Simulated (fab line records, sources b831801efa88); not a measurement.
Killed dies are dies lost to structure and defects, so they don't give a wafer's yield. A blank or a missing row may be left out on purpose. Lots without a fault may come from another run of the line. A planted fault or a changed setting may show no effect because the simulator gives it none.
A struck lot beside a sound one | flow sky130 | 31 steps out of a route of 708
Sound: wafers L147.2, L147.3, L147.4. Struck: wafers L157.1, L157.2, L157.4. The cause comes at the end.
At each step with rows: each side's tool, then ch and its chambers, then its first start. Under that, the readings that differ: sound wafers | struck wafers | difference of the means | sigmas: that difference in standard deviations of wafers without a fault.
alike: readings whose means differ by less than 2 such deviations, and words and numbers that are the same on both sides. not compared: withheld readings, readings that some wafer has no value for, bounds like >300 that may hide the same value, and numbers for which the record gives no deviation and whose values overlap.
The two part at a step that has a row with sigmas, a row that says differs or no value, or rows on one side only. Numbers that don't overlap but have no deviation are shown without sigmas and don't part them. A reading that every wafer of one side lacks parts them only if that side has two wafers or more.

SKY_FIELD_ISO_BOW_MEAS_00:
  sound on film_metro-03, day 1 15:01; struck on film_metro-04, day 3 17:00
  alike: INCOMING_BOW
then, 1 step without rows for these wafers: SKY_FIELD_ISO_OXIDATION_01 (stabilise 600 s, purge 300 s, target thk 12 nm).
SKY_FIELD_ISO_THK_MEAS_02:
  sound on film_metro-03, day 1 16:38; struck on film_metro-04, day 3 19:23
  alike: FIELD_ISO_OXIDATION_00_THK
SKY_FIELD_ISO_CVD_03: deposits Si3N4 from DCS/NH3, target thk 165 nm, time 2830 s.
  sound on lpcvd-02 ch 0, day 1 16:41; struck on lpcvd-02 ch 0, day 3 19:27
  reading                                     | sound             | struck            | difference | sigmas
  pressure_mtorr (mTorr)                      | 249.5 249.5 249.9 | 199.8 199.6 199.4 | -50.0      | -99 or more
  model.Si3N4_of_FIELD_ISO_CVD_03.thk_nm (nm) | 166.3 164.7 165.5 | 152.9 152.9 153.2 | -12.5      |
SKY_FIELD_ISO_THK_MEAS_04:
  sound on film_metro-04, day 1 18:29; struck on film_metro-03, day 3 22:08
  reading                   | sound             | struck            | difference | sigmas
  FIELD_ISO_CVD_03_THK (nm) | 166.3 164.9 165.5 | 152.7 152.9 153.2 | -12.6      | -7
then, 8 steps without rows for these wafers: SKY_FIELD_ISO_DEHYDRATE_05 (time 60 s); SKY_FIELD_ISO_HMDS_06 (prime time 60 s); SKY_FIELD_ISO_COAT_07 (resist thk 60 nm); SKY_FIELD_ISO_COAT_08 (resist thk 450 nm); SKY_FIELD_ISO_SOFTBAKE_09 (time 90 s); SKY_FIELD_ISO_EXPOSE_10 (exposes mask FOM, target cd 150 nm); SKY_FIELD_ISO_PEB_11; SKY_FIELD_ISO_DEVELOP_12 (develop time 60 s).
SKY_FIELD_ISO_CD_MEAS_13: target cd 150 nm.
  sound on cd_sem-02, day 2 08:26; struck on cd_sem-02, day 4 14:26
  alike: cd_nm
SKY_FIELD_ISO_ETCH_14: etches BARC in N2/H2, stops on SiO2, time 45.9 s, target depth 60 nm.
  sound on rie_diel-03 ch 1,2,3, day 2 08:32; struck on rie_diel-04 ch 0,2,3, day 4 14:34
  reading                        | sound                | struck               | difference | sigmas
  chamber_pressure_mTorr (mTorr) | 30.045 30.001 30.020 | 30.013 29.937 29.931 | -0.062     | -2
  rf_hours_counter_h (h)         | 113 128 118          | 82 45 80             | -51        |
  alike: drypump_motor_current_A, oes_product_au, rf_fwd_power_W, throttle_valve_pct
SKY_FIELD_ISO_ETCH_15: etches the open film in CHF3/O2, stops on Si, target depth 180 nm, time 72 s.
  sound on rie_diel-03 ch 1,2,3, day 2 08:35; struck on rie_diel-04 ch 0,2,3, day 4 14:36
  reading                  | sound             | struck            | difference | sigmas
  oes_product_au (a.u.)    | 0.946 0.957 0.944 | 0.908 0.899 0.900 | -0.047     | -6
  rf_hours_counter_h (h)   | 113 128 118       | 82 45 80          | -51        |
  model.etch.depth_nm (nm) | 166.3 164.7 165.5 | 152.9 152.9 153.2 | -12.5      |
  alike: chamber_pressure_mTorr, drypump_motor_current_A, rf_fwd_power_W, throttle_valve_pct
SKY_FIELD_ISO_STRIP_16: strips in O2/N2.
  sound on plasma_asher-01 ch 0,1, day 2 08:38; struck on plasma_asher-02 ch 0,1, day 4 14:40
  alike: chamber_pressure_mTorr, drypump_motor_current_A, oes_product_au, strip_time_to_endpoint_s
  not compared: rf_hours_counter_h
SKY_FIELD_ISO_ETCH_17: etches Si in HBr/Cl2/O2, target depth 342 nm, time 97.7 s.
  sound on rie_si-01 ch 1,2,3, day 2 08:44; struck on rie_si-02 ch 0,2,3, day 4 14:46
  alike: chamber_pressure_mTorr, drypump_motor_current_A, oes_product_au, rf_fwd_power_W, throttle_valve_pct
  not compared: rf_hours_counter_h
then, 5 steps without rows for these wafers: SKY_FIELD_ISO_WET_ETCH_18 (etches Si3N4 in H3PO4, target depth 25 nm, time 286 s); SKY_FIELD_ISO_CLEAN_19 (cleans in SC1/SC2, time 150 s); SKY_FIELD_ISO_CLEAN_20 (cleans in dHF, time 20 s); SKY_FIELD_ISO_WET_ETCH_21 (etches SiO2 in dHF, target depth 20 nm, time 400 s); SKY_FIELD_ISO_OXIDATION_22 (stabilise 600 s, purge 300 s, target thk 10 nm).
SKY_FIELD_ISO_THK_MEAS_23:
  sound on film_metro-04, day 2 12:25; struck on film_metro-04, day 4 18:56
  alike: FIELD_ISO_OXIDATION_01_THK
then, 1 step without rows for these wafers: SKY_FIELD_ISO_CVD_24 (deposits SiO2, target thk 595 nm, time 99.2 s).
SKY_FIELD_ISO_THK_MEAS_25:
  sound on film_metro-02, day 2 12:33; struck on film_metro-03, day 4 19:04
  alike: FIELD_ISO_CVD_24_THK
then, 1 step without rows for these wafers: SKY_FIELD_ISO_ANNEAL_26 (time 1800 s).
SKY_FIELD_ISO_CMP_27: polishes, stops on Si3N4, t overpolish 16 s, target thk 457.8 nm.
  sound on cmp-01 ch 0,1,2, day 2 18:21; struck on cmp-02 ch 1,2,3, day 4 21:50
  alike: motor_current_A, slurry_filter_dp_kPa
SKY_FIELD_ISO_WET_ETCH_28: etches SiO2 in dHF, target depth 23.7 nm, time 47 s.
  sound on wet_bench-02 ch 2, day 2 18:39; struck on wet_bench-03 ch 2, day 4 22:08
  reading                                     | sound             | struck            | difference | sigmas
  model.Si3N4_of_FIELD_ISO_CVD_03.thk_nm (nm) | 120.2 118.5 119.2 | 107.2 106.7 107.1 | -12.3      |
then, 1 step without rows for these wafers: SKY_FIELD_ISO_WET_ETCH_29 (etches Si3N4 in H3PO4, target depth 160 nm, time 1825 s).
-- the record jumps here: 44 days lie between the struck wafers' starts before and after (it left off in module FIELD_ISO and takes up again in module PAD_OPEN, whose first step shown is number 708 of the route) --
SKY_PAD_OPEN_PROBE_99:
  sound on prober-02, day 46 13:53; struck on prober-01, day 48 18:28
  reading                          | sound                         | struck                        | difference | sigmas
  model.etest.pfet_16v.r_on_ohm_um | 1.522e+04 1.517e+04 1.533e+04 | 1.451e+04 1.474e+04 1.485e+04 | -5.400e+02 |
  alike: killed_at_M0_to_M3, killed_at_M4_up, killed_at_contacts, killed_at_front_end, killed_at_other, killed_dies, killed_open, killed_short
  not compared: model.etest.cap_li_to_poly.c_af_um2, model.etest.field_n.vt_v, model.etest.sram_nfet_pass.off_log10_a_um

WHERE THEY PART
First at SKY_FIELD_ISO_CVD_03; last, within this record, at SKY_FIELD_ISO_ETCH_15. Later steps at which nothing parts them and some readings are alike: SKY_FIELD_ISO_STRIP_16, SKY_FIELD_ISO_ETCH_17, SKY_FIELD_ISO_THK_MEAS_23, SKY_FIELD_ISO_THK_MEAS_25, SKY_FIELD_ISO_CMP_27, SKY_PAD_OPEN_PROBE_99.

WHY: what the simulator had put in
Process parameter drift: lpcvd-02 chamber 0, from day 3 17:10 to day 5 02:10, at SKY_FIELD_ISO_CVD_03. Setting pressure_mtorr, moved by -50, from 250. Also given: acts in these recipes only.
